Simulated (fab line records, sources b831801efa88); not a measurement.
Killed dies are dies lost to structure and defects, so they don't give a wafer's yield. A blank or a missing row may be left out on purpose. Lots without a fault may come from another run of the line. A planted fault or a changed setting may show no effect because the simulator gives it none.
Tool commonality check | flow gf180mcu | 11 lots, 33 wafers sampled

WHY IT WAS OPENED
At GF_HV_LDD_THK_MEAS_57 the reading HV_LDD_CVD_56_THK is flagged on 2 of 11 lots. Wafers without a fault read 90.1 nm, standard deviation 0.98.
Rule: a lot is flagged when every wafer of it that has a number lies more than 4 standard deviations from that mean, or none has a number. The other lots count as sound.

lot  | measured     | on            | HV_LDD_CVD_56_THK (nm), wafer by wafer | flag
L577 | day 12 17:38 | film_metro-04 | 91.4 90.7 90.4                         |
L582 | day 14 12:00 | film_metro-03 | 89.8 89.9 89.6                         |
L585 | day 15 12:20 | film_metro-03 | 33.0 32.7 33.0                         | FLAGGED
L587 | day 16 07:36 | film_metro-03 | 33.0 34.0 32.8                         | FLAGGED
L588 | day 16 16:17 | film_metro-01 | 89.5 89.9 89.3                         |
L589 | day 16 23:46 | film_metro-01 | 89.1 89.2 89.1                         |
L590 | day 17 06:28 | film_metro-03 | 90.9 90.2 90.7                         |
L591 | day 17 12:38 | film_metro-03 | 89.6 90.8 90.2                         |
L596 | day 19 07:56 | film_metro-04 | 89.8 89.3 88.8                         |
L597 | day 19 09:38 | film_metro-04 | 88.2 88.7 88.7                         |
L598 | day 19 18:26 | film_metro-01 | 88.9 88.9 88.4                         |
The numbers of the flagged lots are 33.1 nm on average: -57.0 nm against the usual, or -58 standard deviations.

WHICH TOOL RAN EACH LOT
The record holds 2 process steps before the reading, out of a route of 602 steps. In each cell: the tool, then ch and the chambers that the sampled wafers went through, then the start.
lot  | flag    | GF_POLY_GATE_ETCH_13             | GF_HV_LDD_CVD_56
L577 |         | rie_si-02 ch 0,1,3, day 9 10:47  | lpcvd-02 ch 0, day 12 16:13
L582 |         | rie_si-02 ch 0,2, day 10 23:11   | lpcvd-02 ch 1, day 14 10:34
L585 | FLAGGED | rie_si-01 ch 0,2, day 11 20:22   | lpcvd-02 ch 1, day 15 10:53
L587 | FLAGGED | rie_si-02 ch 1,3, day 12 14:55   | lpcvd-02 ch 1, day 16 06:10
L588 |         | rie_si-01 ch 1,3, day 12 22:02   | lpcvd-01 ch 1, day 16 14:50
L589 |         | rie_si-01 ch 0,2,3, day 13 03:56 | lpcvd-01 ch 1, day 16 22:20
L590 |         | rie_si-01 ch 0,2,3, day 13 09:45 | lpcvd-01 ch 0, day 17 05:00
L591 |         | rie_si-01 ch 0,2,3, day 13 16:16 | lpcvd-01 ch 1, day 17 11:12
L596 |         | rie_si-02 ch 0,2,3, day 15 06:28 | lpcvd-01 ch 0, day 19 06:29
L597 |         | rie_si-01 ch 0,1,3, day 15 07:53 | lpcvd-02 ch 1, day 19 08:12
L598 |         | rie_si-02 ch 2,3, day 15 16:49   | lpcvd-02 ch 0, day 19 17:00
What these steps do:
- GF_POLY_GATE_ETCH_13: etches poly-Si in HBr/Cl2, stops on SiO2, target depth 198.5 nm, time 69.6 s.
- GF_HV_LDD_CVD_56: deposits Si3N4 from DCS/NH3, target thk 90 nm, time 1543 s.
- GF_HV_LDD_THK_MEAS_57

FLAGGED OVER TOTAL, TOOL BY TOOL (the gauges that took the reading come last)
step                  | tool          | lots run | flagged | share of the flagged lots | sound lots run after its first flagged lot
GF_POLY_GATE_ETCH_13  | rie_si-01     | 6        | 1       | some                      | 5 (L588,L589,L590,L591,L597)
GF_POLY_GATE_ETCH_13  | rie_si-02     | 5        | 1       | some                      | 2 (L596,L598)
GF_HV_LDD_CVD_56      | lpcvd-01      | 5        | 0       | none                      | -
GF_HV_LDD_CVD_56      | lpcvd-02      | 6        | 2       | all                       | 2 (L597,L598)
GF_HV_LDD_THK_MEAS_57 | film_metro-01 | 3        | 0       | none                      | -
GF_HV_LDD_THK_MEAS_57 | film_metro-03 | 5        | 2       | all                       | 2 (L590,L591)
GF_HV_LDD_THK_MEAS_57 | film_metro-04 | 3        | 0       | none                      | -

WHAT THE TABLE ALLOWS
2 rows of the table ran every flagged lot: lpcvd-02 at GF_HV_LDD_CVD_56, film_metro-03 at GF_HV_LDD_THK_MEAS_57.
- lpcvd-02 at GF_HV_LDD_CVD_56: 2 of its 6 lots flagged. Sound lots ran on it after the first flagged one (L597, L598), which a lasting fault on the whole tool wouldn't allow.
- film_metro-03 at GF_HV_LDD_THK_MEAS_57: 2 of its 5 lots flagged. Sound lots ran on it after the first flagged one (L590, L591), which a lasting fault on the whole tool wouldn't allow.
No row of the table ran every flagged lot and no sound lot after the first.

WHAT THE SIMULATOR HAD PUT IN
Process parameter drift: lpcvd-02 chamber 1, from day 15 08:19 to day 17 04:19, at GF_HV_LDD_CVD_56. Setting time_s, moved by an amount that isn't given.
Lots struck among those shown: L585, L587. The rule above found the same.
